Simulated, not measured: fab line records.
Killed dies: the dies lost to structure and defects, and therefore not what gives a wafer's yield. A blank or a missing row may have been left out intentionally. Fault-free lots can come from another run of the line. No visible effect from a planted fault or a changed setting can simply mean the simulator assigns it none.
fab line records	flow gf180mcu	part 1 of 2: steps 1 to 25 of 35
record: lots: 5	wafers: 15	lastDay: 34
route steps=602 shown V3@437 M4@456
lots that met no fault: from a run of the same line without faults
startH: the number of hours between the record's first day and the start of the first shown wafer of the lot	waitH: hours elapsed since this lot's preceding step	" the same as in the row above	L1.1+2: a single row standing in for several wafers	- no value present, or no start provided	* or withheld: withheld	< > ~ a bound
route shown NAME@n: names a module that has steps shown in the file, with the first one's number in the route	usual: the fault-free wafers' mean and standard deviation	same: alike in all rows	chamber/n: place in a boat	sites: each site's reading	_std_site: standard deviation across them	_edge_site: inner sites' mean taken away from outer sites' mean	radiusMm: for every site, how far away it sits from the centre of the wafer	mask NAME#n: copy n	behind: the tool/chamber that last shaped the wafer	hold: why the lot went on hold/how many hours it stayed there/how the hold came to an end	device: which transistor (n, p or np) failed to switch	end of line: tests run on the same wafers once the route is complete	step lacking rows: just its recipe	killed: the dies lost at the first sort to structure and to defects; this is not the yield of the wafer	map: dies across one wafer; x = killed, . = not, _ = none there
set.NAME: setting as actually run; set.NAME@STEP: the setting as run at that earlier step	model.NAME: the simulator's own value behind a step, which no gauge read
lots at selected steps of the route; one table per step, one row per wafer
services: from which hour (startH, from the record's first day; less than 0 if before it) a tool's chamber was out of use, for how many hours, and why
== steps ==
step: GF_V3_COAT_08
recipe: resist: BARC	tempC: withheld	timeS: withheld	spinRpm: withheld	resistThkNm: withheld
usual: chillPlateTempC: *
lot.wafer	tool	chamber	startH	waitH	chillPlateTempC
L074.1	lithoTrack-03	0	513.04	0.1	*
L074.3	"	0	"	"	*
L074.5	"	0	"	"	*
L079.1	lithoTrack-03	0	547.29	0.1	*
L079.2	"	0	"	"	*
L079.6	"	0	"	"	*
L082.1	lithoTrack-01	0	571.99	0.1	*
L082.2	"	0	"	"	*
L082.6	"	0	"	"	*
L086.3	lithoTrack-03	0	602.48	0.1	*
L086.4	"	0	"	"	*
L086.5	"	0	"	"	*
L097.1	lithoTrack-03	0	679.53	0.1	*
L097.3	"	0	"	"	*
L097.4	"	0	"	"	*
step: GF_V3_COAT_09
recipe: resist: KrF	spinRpm: withheld	resistThkNm: 1000
usual: chillPlateTempC: 23.01/0.11
lot.wafer	tool	chamber	startH	waitH	chillPlateTempC
L074.1	lithoTrack-03	0	-	-	23.12
L074.3	"	0	"	"	22.98
L074.5	"	0	"	"	23.03
L079.1	lithoTrack-03	0	-	-	22.81
L079.2	"	0	"	"	22.83
L079.6	"	0	"	"	22.77
L082.1	lithoTrack-01	0	-	-	22.95
L082.2	"	0	"	"	22.96
L082.6	"	0	"	"	22.96
L086.3	lithoTrack-03	0	-	-	23.01
L086.4	"	0	"	"	23.03
L086.5	"	0	"	"	23.07
L097.1	lithoTrack-03	0	-	-	23.01
L097.3	"	0	"	"	23.14
L097.4	"	0	"	"	23.05
step: GF_V3_SOFTBAKE_10
recipe: tempC: 130	timeS: 60	resist: KrF
usual: chillPlateTempC: 23.00/0.11	plateTempC: 130.00/0.13
lot.wafer	tool	chamber	startH	waitH	chillPlateTempC	plateTempC
L074.1	lithoTrack-03	0	-	-	22.80	130.09
L074.3	"	0	"	"	22.96	130.08
L074.5	"	0	"	"	22.99	129.88
L079.1	lithoTrack-03	0	-	-	22.99	130.05
L079.2	"	0	"	"	23.15	130.07
L079.6	"	0	"	"	23.18	130.00
L082.1	lithoTrack-01	0	-	-	23.13	129.79
L082.2	"	0	"	"	23.14	129.85
L082.6	"	0	"	"	23.14	129.99
L086.3	lithoTrack-03	0	-	-	23.17	129.95
L086.4	"	0	"	"	22.99	129.70
L086.5	"	0	"	"	23.10	129.76
L097.1	lithoTrack-03	0	-	-	23.03	129.89
L097.3	"	0	"	"	22.92	130.07
L097.4	"	0	"	"	22.99	129.82
step: GF_V3_EXPOSE_11
recipe: maskId: Via3	targetCdNm: 260	na: 0.68	sourceShape: conventional	sigmaOuter: 0.6	doseMj: 38
lot.wafer	tool	chamber	startH	waitH	mask
L074.1+3+5	krfScanner-02	0	-	-	Via3#0
L079.1+2+6	krfScanner-01	0	-	-	Via3#0
L082.1+2+6	krfScanner-01	0	-	-	Via3#0
L086.3+4+5	krfScanner-02	0	-	-	Via3#0
L097.1+3+4	krfScanner-02	0	-	-	Via3#0
step: GF_V3_PEB_12
recipe: pebTempC: 135	pebTimeS: 90	resist: KrF
usual: chillPlateTempC: 23.00/0.1	plateTempC: 135.01/0.14
lot.wafer	tool	chamber	startH	waitH	chillPlateTempC	plateTempC
L074.1	lithoTrack-04	0	-	-	22.94	134.98
L074.3	"	0	"	"	23.07	135.01
L074.5	"	0	"	"	22.98	134.97
L079.1	lithoTrack-01	0	-	-	23.09	135.01
L079.2	"	0	"	"	23.25	134.90
L079.6	"	0	"	"	23.20	134.94
L082.1	lithoTrack-04	0	-	-	22.88	135.28
L082.2	"	0	"	"	22.99	135.32
L082.6	"	0	"	"	22.95	135.12
L086.3	lithoTrack-03	0	-	-	22.88	135.15
L086.4	"	0	"	"	23.02	135.02
L086.5	"	0	"	"	22.85	135.24
L097.1	lithoTrack-01	0	-	-	22.90	135.13
L097.3	"	0	"	"	23.02	135.31
L097.4	"	0	"	"	23.06	135.30
step: GF_V3_DEVELOP_13
recipe: developTimeS: 60	resist: KrF	devTempC: 21
usual: chillPlateTempC: 22.99/0.095
lot.wafer	tool	chamber	startH	waitH	chillPlateTempC
L074.1	lithoTrack-04	0	524.51	0.2	22.92
L074.3	"	0	"	"	23.15
L074.5	"	0	"	"	23.09
L079.1	lithoTrack-01	0	558.49	0.2	23.01
L079.2	"	0	"	"	22.91
L079.6	"	0	"	"	23.01
L082.1	lithoTrack-04	0	582.86	0.2	22.93
L082.2	"	0	"	"	22.97
L082.6	"	0	"	"	23.02
L086.3	lithoTrack-03	0	613.13	0.1	23.08
L086.4	"	0	"	"	23.05
L086.5	"	0	"	"	22.86
L097.1	lithoTrack-01	0	688.54	0.2	22.94
L097.3	"	0	"	"	22.91
L097.4	"	0	"	"	22.89
step: GF_V3_CD_MEAS_14
recipe: targetCdNm: 260
usual: cdNm: 260.1/1.2
lot.wafer	tool	chamber	startH	waitH	cdNm
L074.1	cdSem-01	-	524.66	0.1	259.4
L074.3	"	-	"	"	259.5
L074.5	"	-	"	"	259.5
L079.1	cdSem-01	-	558.64	0.1	259.9
L079.2	"	-	"	"	258.7
L079.6	"	-	"	"	259.6
L082.1	cdSem-02	-	583.01	0.1	259.8
L082.2	"	-	"	"	260.8
L082.6	"	-	"	"	260.2
L086.3	cdSem-02	-	613.27	0.1	260.2
L086.4	"	-	"	"	260.5
L086.5	"	-	"	"	260.3
L097.1	cdSem-02	-	688.69	0.1	258.4
L097.3	"	-	"	"	261.2
L097.4	"	-	"	"	260.5
step: GF_V3_OVL_MEAS_15
usual: V3_OVL: 5/5.4
lot.wafer	tool	chamber	startH	waitH	V3_OVL[nm]
L074.1	overlay-02	-	524.78	0.1	5
L074.3	"	-	"	"	7
L074.5	"	-	"	"	12
L079.1	overlay-01	-	558.76	0.1	5
L079.2	"	-	"	"	0
L079.6	"	-	"	"	4
L082.1	overlay-01	-	583.13	0.1	8
L082.2	"	-	"	"	5
L082.6	"	-	"	"	9
L086.3	overlay-02	-	613.37	0.1	1
L086.4	"	-	"	"	-4
L086.5	"	-	"	"	-5
L097.1	overlay-02	-	688.81	0.1	4
L097.3	"	-	"	"	4
L097.4	"	-	"	"	10
step: GF_V3_ETCH_16
recipe: chemistry: N2/H2	targetDepthA: withheld	overetchA: withheld	timeS: withheld	target: BARC	ionEnergyEv: 200	sourceW: 500	biasW: 100	pressureMtorr: 30	n2FlowSccm: 100	h2FlowSccm: 200
usual: drypumpMotorCurrentA: 5.8/0.39	n2FlowSccm: 100.00/0.27	oesProductAu: 0.854/0.0046	throttleValvePct: 13.224/0.0094
lot.wafer	tool	chamber	startH	waitH	drypumpMotorCurrentA	n2FlowSccm	oesProductAu	throttleValvePct
L074.1	rieDiel-02	2	524.81	0.0	5.7	99.89	0.855	13.232
L074.3	"	3	"	"	5.8	100.58	0.858	13.215
L074.5	"	2	"	"	5.7	100.03	0.852	13.207
L079.1	rieDiel-02	3	558.80	0.0	5.7	100.03	0.860	13.237
L079.2	"	1	"	"	6.0	100.03	0.851	13.213
L079.6	"	1	"	"	6.0	99.66	0.853	13.224
L082.1	rieDiel-02	1	583.16	0.0	6.0	99.77	0.856	13.220
L082.2	"	0	"	"	6.1	100.24	0.851	13.223
L082.6	"	1	"	"	6.0	100.01	0.855	13.232
L086.3	rieDiel-02	2	613.39	0.0	5.7	100.22	0.853	13.226
L086.4	"	1	"	"	6.1	100.14	0.850	13.226
L086.5	"	3	"	"	5.7	100.06	0.857	13.215
L097.1	rieDiel-04	1	688.85	0.0	5.6	99.92	0.855	13.232
L097.3	"	0	"	"	5.5	99.96	0.853	13.224
L097.4	"	3	"	"	6.4	99.29	0.854	13.218
step: GF_V3_ETCH_17
recipe: chemistry: C4F8/O2/Ar	maskMaterial: KrF	target: SiO2	stopOn: TiN	sourceW: 1500	biasW: 1200	pressureMtorr: 40	c4f8FlowSccm: withheld	O2_flow_sccm: 6	Ar_flow_sccm: 300	timeS: withheld	targetDepthA: 6350
usual: oesProductAu: 0.856/0.0045
lot.wafer	tool	chamber	startH	waitH	oesProductAu
L074.1	rieDiel-02	2	-	-	0.857
L074.3	"	3	"	"	0.859
L074.5	"	2	"	"	0.860
L079.1	rieDiel-02	3	-	-	0.858
L079.2	"	1	"	"	0.853
L079.6	"	1	"	"	0.856
L082.1	rieDiel-02	1	-	-	0.858
L082.2	"	0	"	"	0.853
L082.6	"	1	"	"	0.848
L086.3	rieDiel-02	2	-	-	0.852
L086.4	"	1	"	"	0.855
L086.5	"	3	"	"	0.852
L097.1	rieDiel-04	1	-	-	0.853
L097.3	"	0	"	"	0.856
L097.4	"	3	"	"	0.854
step: GF_V3_STRIP_18
recipe: chemistry: O2/N2	powerW: 1400	pressureMtorr: 1500	platenTempC: 250	o2FlowSccm: 3000	n2FlowSccm: 300	overashFraction: 0.5
usual: drypumpMotorCurrentA: 5.2/0.42	heaterPowerW: 343/32	n2FlowSccm: 300.1/0.96	oesProductAu: 0.592/0.0047
lot.wafer	tool	chamber	startH	waitH	drypumpMotorCurrentA	heaterPowerW	n2FlowSccm	oesProductAu	rfHoursCounterH
L074.1	plasmaAsher-04	1	524.94	-	6.1	377	299.9	0.592	87
L074.3	"	1	"	"	6.1	382	300.0	0.591	-
L074.5	"	1	"	"	6.1	374	300.2	0.583	-
L079.1	plasmaAsher-01	0	558.93	-	5.2	328	298.9	0.591	13
L079.2	"	1	"	"	5.6	385	299.5	0.596	13
L079.6	"	1	"	"	5.6	378	298.6	0.600	-
L082.1	plasmaAsher-01	0	583.29	-	5.2	337	300.3	0.593	15
L082.2	"	1	"	"	5.6	368	300.2	0.587	15
L082.6	"	0	"	"	5.2	338	302.6	0.589	-
L086.3	plasmaAsher-03	1	613.55	-	4.9	347	300.3	0.592	-
L086.4	"	0	"	"	4.7	283	300.1	0.590	-
L086.5	"	1	"	"	4.9	350	300.1	0.591	-
L097.1	plasmaAsher-04	1	688.97	-	6.1	375	298.4	0.592	104
L097.3	"	0	"	"	5.1	353	299.6	0.590	-
L097.4	"	1	"	"	6.1	372	299.0	0.585	-
step: GF_V3_STRIP_19
recipe: chemistry: postEtchResidueRemover	timeS: 1200	tempC: 72.5
lot.wafer	tool	chamber	startH	waitH
L074.1+3+5	wetBench-04	0	525.04	0.1
L079.1+2+6	wetBench-04	3	559.03	0.1
L082.1+2+6	wetBench-01	1	583.39	0.1
L086.3+4+5	wetBench-02	0	613.62	0.0
L097.1+3+4	wetBench-02	1	689.07	0.1
step: GF_V3_CLEAN_20
recipe: chemistry: DIW	dry: n2Spin
lot.wafer	tool	chamber	startH	waitH
L074.1+3+5	wetBench-02	1	525.42	0.0
L079.1+2+6	wetBench-02	0	559.40	0.0
L082.1+2+6	wetBench-04	2	583.73	0.0
L086.3+4+5	wetBench-01	1	613.99	0.0
L097.1+3+4	wetBench-01	3	689.45	0.0
step: GF_V3_SPUTTER_21
recipe: material: Ti	targetThkNm: 15	chamberPressurePa: 5	powerW: 2500	substrateTempC: 200	timeS: 80.02
usual: throttleValvePct: 30.3/1.2
lot.wafer	tool	chamber	startH	waitH	throttleValvePct
L074.1	pvdSputter-02	-	525.51	0.0	29.8
L074.3	"	-	"	"	28.7
L074.5	"	-	"	"	29.3
L079.1	pvdSputter-01	-	559.49	0.0	30.6
L079.2	"	-	"	"	31.4
L079.6	"	-	"	"	30.8
L082.1	pvdSputter-02	-	583.83	0.0	29.4
L082.2	"	-	"	"	31.0
L082.6	"	-	"	"	29.5
L086.3	pvdSputter-01	-	614.09	0.0	30.5
L086.4	"	-	"	"	33.1
L086.5	"	-	"	"	31.4
L097.1	pvdSputter-01	-	689.54	0.0	30.7
L097.3	"	-	"	"	32.9
L097.4	"	-	"	"	30.3
step: GF_V3_SPUTTER_22
recipe: material: TiN	targetThkNm: 10	chamberPressurePa: 5	powerW: 4000	timeS: 38.69
usual: throttleValvePct: 30.3/1.2
lot.wafer	tool	chamber	startH	waitH	throttleValvePct
L074.1	pvdSputter-02	-	525.57	0.0	29.5
L074.3	"	-	"	"	28.6
L074.5	"	-	"	"	29.4
L079.1	pvdSputter-01	-	559.55	0.0	30.6
L079.2	"	-	"	"	31.0
L079.6	"	-	"	"	30.4
L082.1	pvdSputter-02	-	583.89	0.0	29.7
L082.2	"	-	"	"	31.1
L082.6	"	-	"	"	29.7
L086.3	pvdSputter-01	-	614.15	0.0	30.5
L086.4	"	-	"	"	33.3
L086.5	"	-	"	"	31.6
L097.1	pvdSputter-01	-	689.61	0.0	30.4
L097.3	"	-	"	"	33.1
L097.4	"	-	"	"	30.3
step: GF_V3_CVD_23
recipe: material: W	targetThkNm: 350	timeS: 104.9	tempC: 400	pressureTorr: 40
usual: heaterPowerW: 881/56	susceptorTempC: 400.00/0.22
lot.wafer	tool	chamber	startH	waitH	heaterPowerW	susceptorTempC
L074.1	cvdW-02	1	525.61	0.0	832	400.11
L074.3	"	0	"	"	838	400.24
L074.5	"	0	"	"	846	400.05
L079.1	cvdW-01	1	559.59	0.0	841	400.15
L079.2	"	0	"	"	975	399.86
L079.6	"	0	"	"	952	399.87
L082.1	cvdW-02	0	583.93	0.0	855	400.23
L082.2	"	1	"	"	848	399.45
L082.6	"	1	"	"	872	399.73
L086.3	cvdW-01	1	614.23	0.1	861	400.25
L086.4	"	0	"	"	983	399.84
L086.5	"	1	"	"	847	400.30
L097.1	cvdW-02	1	689.65	0.0	829	399.72
L097.3	"	0	"	"	881	400.01
L097.4	"	1	"	"	861	399.84
step: GF_V3_RS_MEAS_24
recipe: thkMeasGauge: four-point-probe	reads: W_of_V3_CVD_23+TiN_of_V3_SPUTTER_22+Ti_of_V3_SPUTTER_21
usual: V3_W_RS: 0.331/0.004
lot.wafer	tool	chamber	startH	waitH	V3_W_RS[ohm/sq]
L074.1	filmMetro-02	-	525.72	0.1	0.329
L074.3	"	-	"	"	0.337
L074.5	"	-	"	"	0.331
L079.1	filmMetro-01	-	559.70	0.1	0.332
L079.2	"	-	"	"	0.333
L079.6	"	-	"	"	0.334
L082.1	filmMetro-02	-	584.04	0.1	0.333
L082.2	"	-	"	"	0.329
L082.6	"	-	"	"	0.328
L086.3	filmMetro-02	-	614.34	0.1	0.328
L086.4	"	-	"	"	0.333
L086.5	"	-	"	"	0.330
L097.1	filmMetro-03	-	689.76	0.1	0.322
L097.3	"	-	"	"	0.328
L097.4	"	-	"	"	0.322
step: GF_V3_THK_MEAS_25
recipe: thkMeasGauge: xrf	reads: W_of_V3_CVD_23
usual: V3_W_THK: 350/5.6
lot.wafer	tool	chamber	startH	waitH	V3_W_THK[nm]
L074.1	filmMetro-02	-	525.84	0.1	351
L074.3	"	-	"	"	342
L074.5	"	-	"	"	349
L079.1	filmMetro-01	-	559.82	0.1	344
L079.2	"	-	"	"	344
L079.6	"	-	"	"	344
L082.1	filmMetro-02	-	584.16	0.1	348
L082.2	"	-	"	"	352
L082.6	"	-	"	"	354
L086.3	filmMetro-02	-	614.44	0.1	355
L086.4	"	-	"	"	352
L086.5	"	-	"	"	351
L097.1	filmMetro-03	-	689.88	0.1	364
L097.3	"	-	"	"	354
L097.4	"	-	"	"	360
step: GF_V3_CMP_26
recipe: stopOn: SiO2	downForcePsi: 3.5	platenRpm: 60	tOverpolishS: 15	targetThkNm: 0	padVelocityMS: 0.94248
usual: motorCurrentA: 12.0/0.95	overpolishRunS: 15.000/0.0086	timeToEndpointS: 84/3.2
same: tOverpolishS: 15
lot.wafer	tool	chamber	startH	waitH	motorCurrentA	overpolishRunS	timeToEndpointS
L074.3	cmp-02	3	525.95	0.1	10.5	14.989	83
L074.1	"	1	"	"	10.8	14.985	88
L074.5	"	3	"	"	10.7	15.001	86
L079.1	cmp-01	0	559.98	0.1	12.3	14.998	85
L079.2	"	1	"	"	13.3	15.015	86
L079.6	"	3	"	"	12.0	15.009	79
L082.2	cmp-01	1	584.32	0.1	13.7	14.993	84
L082.1	"	2	"	"	12.2	14.988	81
L082.6	"	3	"	"	12.1	15.001	81
L086.3	cmp-01	2	614.48	0.0	11.7	14.980	84
L086.4	"	0	"	"	11.8	14.998	82
L086.5	"	3	"	"	12.3	15.002	80
L097.3	cmp-01	1	689.94	0.0	13.2	14.991	85
L097.1	"	2	"	"	11.9	14.985	85
L097.4	"	3	"	"	12.4	15.011	80
step: GF_M4_SPUTTER_00
recipe: material: Ti	targetThkNm: 37.5	arrivingIonEnergyEv: 80	substrateTempC: 200	chamberPressurePa: 2	powerW: 4000	timeS: 150
usual: throttleValvePct: 30.5/1.2
lot.wafer	tool	chamber	startH	waitH	throttleValvePct
L074.1	pvdSputter-04	-	526.20	0.1	31.4
L074.3	"	-	"	"	29.7
L074.5	"	-	"	"	29.8
L079.1	pvdSputter-04	-	560.18	0.1	31.5
L079.2	"	-	"	"	31.8
L079.6	"	-	"	"	29.8
L082.1	pvdSputter-01	-	584.52	0.1	30.5
L082.2	"	-	"	"	29.9
L082.6	"	-	"	"	33.0
L086.3	pvdSputter-02	-	614.78	0.2	29.6
L086.4	"	-	"	"	28.4
L086.5	"	-	"	"	29.0
L097.1	pvdSputter-04	-	690.24	0.2	30.8
L097.3	"	-	"	"	31.2
L097.4	"	-	"	"	30.0
step: GF_M4_SPUTTER_01
recipe: material: TiN	targetThkNm: 30	powerW: 6500	timeS: 25	chamberPressurePa: 0.4
usual: throttleValvePct: 30.5/1.1
lot.wafer	tool	chamber	startH	waitH	throttleValvePct
L074.1	pvdSputter-04	-	526.30	0.1	31.3
L074.3	"	-	"	"	29.9
L074.5	"	-	"	"	29.8
L079.1	pvdSputter-04	-	560.28	0.1	31.8
L079.2	"	-	"	"	31.5
L079.6	"	-	"	"	29.6
L082.1	pvdSputter-01	-	584.62	0.1	30.5
L082.2	"	-	"	"	30.1
L082.6	"	-	"	"	33.0
L086.3	pvdSputter-02	-	614.88	0.1	29.7
L086.4	"	-	"	"	28.6
L086.5	"	-	"	"	29.2
L097.1	pvdSputter-04	-	690.34	0.1	30.8
L097.3	"	-	"	"	31.6
L097.4	"	-	"	"	30.1
step: GF_M4_SPUTTER_02
recipe: material: AlCu	targetThkNm: 450	powerW: 10600	timeS: 23.9	chamberPressurePa: 0.4
usual: throttleValvePct: 30.5/1.2
lot.wafer	tool	chamber	startH	waitH	throttleValvePct
L074.1	pvdSputter-04	-	526.33	0.0	31.4
L074.3	"	-	"	"	29.8
L074.5	"	-	"	"	29.7
L079.1	pvdSputter-04	-	560.31	0.0	31.5
L079.2	"	-	"	"	31.6
L079.6	"	-	"	"	29.7
L082.1	pvdSputter-01	-	584.65	0.0	30.6
L082.2	"	-	"	"	30.0
L082.6	"	-	"	"	33.2
L086.3	pvdSputter-02	-	614.92	0.0	29.5
L086.4	"	-	"	"	28.5
L086.5	"	-	"	"	29.1
L097.1	pvdSputter-04	-	690.37	0.0	31.0
L097.3	"	-	"	"	31.2
L097.4	"	-	"	"	29.5
step: GF_M4_SPUTTER_03
recipe: material: Ti	targetThkNm: 10	substrateTempC: 300	chamberPressurePa: 0.3	powerW: 3000	timeS: 6.7
usual: throttleValvePct: 30.5/1.2
lot.wafer	tool	chamber	startH	waitH	throttleValvePct
L074.1	pvdSputter-04	-	526.36	0.0	31.5
L074.3	"	-	"	"	29.8
L074.5	"	-	"	"	29.9
L079.1	pvdSputter-04	-	560.34	0.0	31.9
L079.2	"	-	"	"	31.6
L079.6	"	-	"	"	29.8
L082.1	pvdSputter-01	-	584.68	0.0	30.6
L082.2	"	-	"	"	30.2
L082.6	"	-	"	"	33.0
L086.3	pvdSputter-02	-	614.94	0.0	29.4
L086.4	"	-	"	"	28.5
L086.5	"	-	"	"	29.3
L097.1	pvdSputter-04	-	690.40	0.0	30.8
L097.3	"	-	"	"	31.5
L097.4	"	-	"	"	29.8
step: GF_M4_SPUTTER_04
recipe: material: TiN	targetThkNm: 50	powerW: 6500	timeS: 41.7	chamberPressurePa: 0.4
usual: throttleValvePct: 30.5/1.1
lot.wafer	tool	chamber	startH	waitH	throttleValvePct
L074.1	pvdSputter-04	-	526.38	0.0	31.5
L074.3	"	-	"	"	29.7
L074.5	"	-	"	"	29.7
L079.1	pvdSputter-04	-	560.36	0.0	31.7
L079.2	"	-	"	"	31.6
L079.6	"	-	"	"	29.7
L082.1	pvdSputter-01	-	584.70	0.0	30.6
L082.2	"	-	"	"	30.2
L082.6	"	-	"	"	32.8
L086.3	pvdSputter-02	-	614.97	0.0	29.8
L086.4	"	-	"	"	28.7
L086.5	"	-	"	"	29.2
L097.1	pvdSputter-04	-	690.42	0.0	30.9
L097.3	"	-	"	"	31.5
L097.4	"	-	"	"	29.7
step: GF_M4_RS_MEAS_05
recipe: thkMeasGauge: four-point-probe	reads: TiN_of_M4_SPUTTER_04+Ti_of_M4_SPUTTER_03+AlCu_of_M4_SPUTTER_02+TiN_of_M4_SPUTTER_01+Ti_of_M4_SPUTTER_00
usual: M4_ALCU_RS: 0.0698/0.00073
lot.wafer	tool	chamber	startH	waitH	M4_ALCU_RS[ohm/sq]
L074.1	filmMetro-04	-	526.42	0.0	0.0698
L074.3	"	-	"	"	0.0699
L074.5	"	-	"	"	0.0707
L079.1	filmMetro-04	-	560.40	0.0	0.0701
L079.2	"	-	"	"	0.0696
L079.6	"	-	"	"	0.0693
L082.1	filmMetro-02	-	584.74	0.0	0.0691
L082.2	"	-	"	"	0.0705
L082.6	"	-	"	"	0.0696
L086.3	filmMetro-03	-	615.05	0.1	0.0703
L086.4	"	-	"	"	0.0700
L086.5	"	-	"	"	0.0709
L097.1	filmMetro-02	-	690.46	0.0	0.0695
L097.3	"	-	"	"	0.0693
L097.4	"	-	"	"	0.0697
